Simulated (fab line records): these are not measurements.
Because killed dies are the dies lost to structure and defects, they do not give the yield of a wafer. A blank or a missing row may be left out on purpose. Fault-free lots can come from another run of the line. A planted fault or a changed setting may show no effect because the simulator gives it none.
Matching of chambers / flow gf180mcu / rie diel-01 running GF_M5_ETCH_09: 4 sister chambers
The step etches Si3N4 in CF4/O2, target depth 52 nm, time 11.6 s. 24 wafers are shown with their chamber, then 12 later ones without.

WAFERS, EACH WITH ITS CHAMBER
wafer=L074.2; chamber=2; drypump motor current A (A)=5.3; oes product au (a.u.)=0.997; throttle valve pct (%)=5.988
wafer=L074.4; chamber=0; drypump motor current A (A)=5.3; oes product au (a.u.)=0.983; throttle valve pct (%)=5.958
wafer=L074.6; chamber=2; drypump motor current A (A)=5.3; oes product au (a.u.)=1.003; throttle valve pct (%)=5.968
wafer=L075.3; chamber=3; drypump motor current A (A)=5.9; oes product au (a.u.)=1.001; throttle valve pct (%)=5.962
wafer=L075.4; chamber=0; drypump motor current A (A)=5.3; oes product au (a.u.)=0.985; throttle valve pct (%)=5.968
wafer=L075.6; chamber=0; drypump motor current A (A)=5.3; oes product au (a.u.)=0.990; throttle valve pct (%)=5.961
wafer=L079.1; chamber=2; drypump motor current A (A)=5.3; oes product au (a.u.)=1.014; throttle valve pct (%)=5.968
wafer=L079.4; chamber=3; drypump motor current A (A)=6.0; oes product au (a.u.)=1.016; throttle valve pct (%)=5.971
wafer=L079.5; chamber=0; drypump motor current A (A)=5.3; oes product au (a.u.)=1.006; throttle valve pct (%)=5.965
wafer=L081.1; chamber=1; drypump motor current A (A)=5.1; oes product au (a.u.)=1.015; throttle valve pct (%)=5.976
wafer=L081.2; chamber=0; drypump motor current A (A)=5.3; oes product au (a.u.)=0.987; throttle valve pct (%)=5.956
wafer=L081.6; chamber=3; drypump motor current A (A)=5.9; oes product au (a.u.)=0.998; throttle valve pct (%)=5.972
wafer=L083.2; chamber=2; drypump motor current A (A)=5.3; oes product au (a.u.)=0.987; throttle valve pct (%)=5.971
wafer=L083.5; chamber=3; drypump motor current A (A)=5.9; oes product au (a.u.)=1.013; throttle valve pct (%)=5.968
wafer=L083.6; chamber=0; drypump motor current A (A)=5.3; oes product au (a.u.)=0.987; throttle valve pct (%)=5.962
wafer=L085.2; chamber=3; drypump motor current A (A)=6.0; oes product au (a.u.)=1.000; throttle valve pct (%)=5.979
wafer=L085.3; chamber=2; drypump motor current A (A)=5.3; oes product au (a.u.)=1.006; throttle valve pct (%)=5.971
wafer=L085.4; chamber=0; drypump motor current A (A)=5.3; oes product au (a.u.)=0.995; throttle valve pct (%)=5.977
wafer=L084.1; chamber=3; drypump motor current A (A)=6.0; oes product au (a.u.)=1.008; throttle valve pct (%)=5.974
wafer=L084.2; chamber=1; drypump motor current A (A)=5.1; oes product au (a.u.)=1.003; throttle valve pct (%)=5.967
wafer=L084.3; chamber=0; drypump motor current A (A)=5.3; oes product au (a.u.)=0.995; throttle valve pct (%)=5.971
wafer=L084.4; chamber=2; drypump motor current A (A)=5.3; oes product au (a.u.)=1.006; throttle valve pct (%)=5.970
wafer=L084.5; chamber=1; drypump motor current A (A)=5.1; oes product au (a.u.)=1.010; throttle valve pct (%)=5.967
wafer=L084.6; chamber=0; drypump motor current A (A)=5.3; oes product au (a.u.)=0.993; throttle valve pct (%)=5.960

SIGNATURES, as means of the wafers listed above
reading=drypump motor current A; chamber 0=5.300; chamber 1=5.100; chamber 2=5.300; chamber 3=5.950; scatter within a chamber=0.0274
reading=oes product au; chamber 0=0.99122; chamber 1=1.00933; chamber 2=1.00217; chamber 3=1.00600; scatter within a chamber=0.00765
reading=throttle valve pct; chamber 0=5.96422; chamber 1=5.97000; chamber 2=5.97267; chamber 3=5.97100; scatter within a chamber=0.00661
Rule: for each reading, subtract the chamber's mean from the wafer's reading, divide by that reading's scatter and square the result; add these up over the readings and take the root, which gives the wafer's distance from the chamber. If the next closest chamber is less than 2 further off than the closest, the wafer can't be placed; otherwise it belongs to the closest. The scatter is the square root of a quotient: the sum, over the shown wafers, of each reading's squared deviation from its chamber's mean, divided by wafers minus chambers.

WAFERS MISSING THEIR CHAMBER
wafer=L086.1; drypump motor current A (A)=6.0; oes product au (a.u.)=0.997; throttle valve pct (%)=5.956
wafer=L086.3; drypump motor current A (A)=5.1; oes product au (a.u.)=1.006; throttle valve pct (%)=5.979
wafer=L086.5; drypump motor current A (A)=5.3; oes product au (a.u.)=1.002; throttle valve pct (%)=5.974
wafer=L090.1; drypump motor current A (A)=5.1; oes product au (a.u.)=0.999; throttle valve pct (%)=5.971
wafer=L090.2; drypump motor current A (A)=5.3; oes product au (a.u.)=1.006; throttle valve pct (%)=5.978
wafer=L090.3; drypump motor current A (A)=6.0; oes product au (a.u.)=0.997; throttle valve pct (%)=5.963
wafer=L091.2; drypump motor current A (A)=5.1; oes product au (a.u.)=1.002; throttle valve pct (%)=5.970
wafer=L091.5; drypump motor current A (A)=5.1; oes product au (a.u.)=1.006; throttle valve pct (%)=5.960
wafer=L091.6; drypump motor current A (A)=5.3; oes product au (a.u.)=0.997; throttle valve pct (%)=5.956
wafer=L096.2; drypump motor current A (A)=5.1; oes product au (a.u.)=0.993; throttle valve pct (%)=5.972
wafer=L096.3; drypump motor current A (A)=5.2; oes product au (a.u.)=1.008; throttle valve pct (%)=5.960
wafer=L096.4; drypump motor current A (A)=6.0; oes product au (a.u.)=1.000; throttle valve pct (%)=5.966

WHICH CHAMBER EACH ONE RAN IN
wafer=L086.1; from the rows above=3; in truth=3
wafer=L086.3; from the rows above=1; in truth=1
wafer=L086.5; from the rows above=can't be placed: 2 or 0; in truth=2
wafer=L090.1; from the rows above=1; in truth=1
wafer=L090.2; from the rows above=can't be placed: 2 or 0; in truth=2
wafer=L090.3; from the rows above=3; in truth=3
wafer=L091.2; from the rows above=1; in truth=1
wafer=L091.5; from the rows above=1; in truth=1
wafer=L091.6; from the rows above=can't be placed: 0 or 2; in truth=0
wafer=L096.2; from the rows above=1; in truth=1
wafer=L096.3; from the rows above=can't be placed: 1 or 2 or 0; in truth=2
wafer=L096.4; from the rows above=3; in truth=3
Correctly placed: 8 of 12. Unplaceable from these rows: 4, with the true chamber sitting among the candidates in 4. Placed wrongly: 0.
